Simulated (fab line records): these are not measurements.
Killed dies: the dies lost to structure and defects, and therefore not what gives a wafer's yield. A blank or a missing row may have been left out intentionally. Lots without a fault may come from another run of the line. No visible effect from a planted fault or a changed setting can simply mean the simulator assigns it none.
A lot that was struck, set against a sound lot + flow sky130 + 17 out of 708 route steps
Sound: the wafers L273.1, L273.3, L273.6. The struck wafers were L262.1, L262.5, L262.6. The cause comes at the end.
Order at every step that has rows: each side's tool, ch and its chambers, its first start. Under that, the readings that differ: sound wafers + struck wafers + difference of the means + sigmas: that difference in standard deviations of wafers without a fault.
alike: same words and numbers on both sides, and readings whose means sit less than 2 such deviations apart. not compared: any withheld reading, any reading some wafer has no value for, any bound like >300 that may hide the same value, and any number with overlapping values for which the record gives no deviation.
Wherever a step has rows on one side only, a row that says differs or no value, or a row with sigmas, the two part there. When numbers do not overlap yet have no deviation, they are printed without sigmas and do not part them. A reading that every wafer of one side lacks parts them only if that side has two wafers or more.

first, 1 step without rows for these wafers: SKY_LDD_N_IMPLANT_15.
SKY_LDD_N_STRIP_16: strips in O2/N2.
  sound on plasma asher-03 ch 0,1, day 24 06:38; struck on plasma asher-04 ch 0,1, day 20 15:41
  alike: drypump motor current A, oes product au, strip time to endpoint s
  not compared: rf hours counter h
SKY_LDD_N_TW_MEAS_17:
  sound on film metro-02 at day 24 06:44; struck on film metro-02 at day 20 15:47
  alike: LDD_N_TW
then, 7 steps without rows for these wafers: SKY_LDD_P_DEHYDRATE_00 (time 60 s); SKY_LDD_P_HMDS_01 (prime time 60 s); SKY_LDD_P_COAT_02 (resist thk 1140 nm); SKY_LDD_P_SOFTBAKE_03 (time 60 s); SKY_LDD_P_EXPOSE_04 (exposes mask PSDM, target cd 380 nm); SKY_LDD_P_PEB_05; SKY_LDD_P_DEVELOP_06 (develop time 60 s).
SKY_LDD_P_CD_MEAS_07: the cd target is 380 nm.
  sound on cd sem-01 at day 25 12:01; struck on cd sem-01 at day 21 23:27
  alike: cd nm
SKY_LDD_P_OVL_MEAS_08:
  sound on overlay-02 at day 25 12:08; struck on overlay-02 at day 21 23:34
  alike: LDD_P_OVL
SKY_LDD_P_IMPLANT_09:
  sound on implanter-03 ch 0, day 25 12:10; struck on implanter-04 ch 0, day 21 23:37
  alike: faraday current uA
SKY_LDD_P_STRIP_10: strips in O2/N2.
  sound on plasma asher-02 ch 0,1, day 25 12:19; struck on plasma asher-01 ch 0,1, day 21 23:46
| reading                      | sound             | struck            | difference | sigmas |
|------------------------------|-------------------|-------------------|------------|--------|
| strip time to endpoint s (s) | 14.17 14.15 14.17 | 14.04 14.10 14.10 | -0.08      | -2     |
  alike: drypump motor current A, oes product au
  not compared: rf hours counter h
SKY_LDD_P_TW_MEAS_11:
  sound on film metro-01 at day 25 12:25; struck on film metro-02 at day 21 23:52
| reading  | sound             | struck            | difference | sigmas |
|----------|-------------------|-------------------|------------|--------|
| LDD_P_TW | 632.3 634.6 635.5 | 625.0 627.3 627.0 | -7.7       | -3     |
then, 1 step without rows for these wafers: SKY_LDD_HVN_DEHYDRATE_00 (time 60 s).
-- the record jumps here: 26 days lie between the struck wafers' starts before and after (it left off in module LDD_HVN and takes up again in module PAD_OPEN, whose first step shown is number 708 of the route) --
SKY_PAD_OPEN_PROBE_99:
  sound on prober-02 at day 50 00:44; struck on prober-02 at day 47 16:29
| reading                                 | sound                      | struck                 | difference | sigmas |
|-----------------------------------------|----------------------------|------------------------|------------|--------|
| model.etest.tip p.rs ohm sq range       | 202.9 118.9 141.6          | 2128 2409 2245         | +2106      |        |
| model.etest.pfet_01v8.drive ua um range | 4.253 4.992 3.588          | 12.03 10.63 17.09      | +8.97      |        |
| model.etest.pfet_01v8.vt v range        | 0.007309 0.005826 0.007237 | 0.03043 0.0355 0.03373 | +0.02643   |        |
  alike: killed_at_M0_to_M3, killed_at_M4_up, killed at contacts, killed at front end, killed at other, killed dies, killed open, killed short

WHERE THEY PART
Earliest at SKY_LDD_P_STRIP_10; latest, in this record, at SKY_LDD_P_TW_MEAS_11. Later steps at which nothing parts them and some readings are alike: SKY_PAD_OPEN_PROBE_99.

WHY: what the simulator had put in
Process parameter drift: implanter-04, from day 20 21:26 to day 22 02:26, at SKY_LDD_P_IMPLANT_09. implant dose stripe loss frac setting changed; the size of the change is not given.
